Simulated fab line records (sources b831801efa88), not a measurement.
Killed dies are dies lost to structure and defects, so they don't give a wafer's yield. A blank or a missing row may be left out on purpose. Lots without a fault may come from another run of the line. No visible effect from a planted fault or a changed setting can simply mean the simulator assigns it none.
Matching of chambers | flow sky130 | pecvd-02 running SKY_CONTACT_CVD_00: 3 sister chambers
The step deposits Si3N4, target thk 75 nm. 14 wafers are shown with their chamber, then 7 later ones without.

## EACH WAFER AND ITS CHAMBER
wafer  | chamber | heater-power-w (W) | heater-power-outer-w (W)
L931.2 | 2       | 770                | 446
L931.3 | 1       | 763                | 447
L931.4 | 1       | 791                | 435
L932.4 | 0       | 549                | 328
L932.5 | 1       | 787                | 456
L932.6 | 2       | 784                | 441
L934.4 | 2       | 746                | 418
L934.5 | 0       | 580                | 364
L934.6 | 1       | 796                | 454
L936.1 | 2       | 770                | 440
L936.2 | 0       | 466                | 268
L936.5 | 0       | 477                | 275
L942.2 | 2       | 664                | 359
L942.3 | 1       | 723                | 415

SIGNATURES (averages over the wafers above)
reading              | chamber 0 | chamber 1 | chamber 2 | scatter within a chamber
heater-power-w       | 518.00    | 772.00    | 746.80    | 44.9
heater-power-outer-w | 308.75    | 441.40    | 420.80    | 33.8
Rule: for each reading, subtract the chamber's mean from the wafer's reading, divide by that reading's scatter and square the result; add these up over the readings and take the root, which gives the wafer's distance from the chamber. The wafer belongs to the nearest chamber; if the next one is less than 2 further off, it can't be placed. The scatter: the root of (the sum of the squares of (reading less its chamber's mean) over the shown wafers, divided by (wafers less chambers)).

## WAFERS WITHOUT THEIR CHAMBER
wafer  | heater-power-w (W) | heater-power-outer-w (W)
L942.4 | 474                | 284
L948.2 | 754                | 434
L948.4 | 575                | 333
L948.5 | 686                | 378
L950.1 | 580                | 364
L950.4 | 758                | 443
L950.5 | 730                | 416

## CHAMBER TAKEN BY EACH
wafer  | from the rows above     | in truth
L942.4 | 0                       | 0
L948.2 | can't be placed: 2 or 1 | 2
L948.4 | 0                       | 0
L948.5 | can't be placed: 2 or 1 | 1
L950.1 | can't be placed: 0 or 2 | 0
L950.4 | can't be placed: 1 or 2 | 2
L950.5 | can't be placed: 2 or 1 | 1
2 of 7 placed correctly. Cannot be placed on the basis of these rows: 5; the candidates contain the true chamber in 5. Placed wrongly: 0.
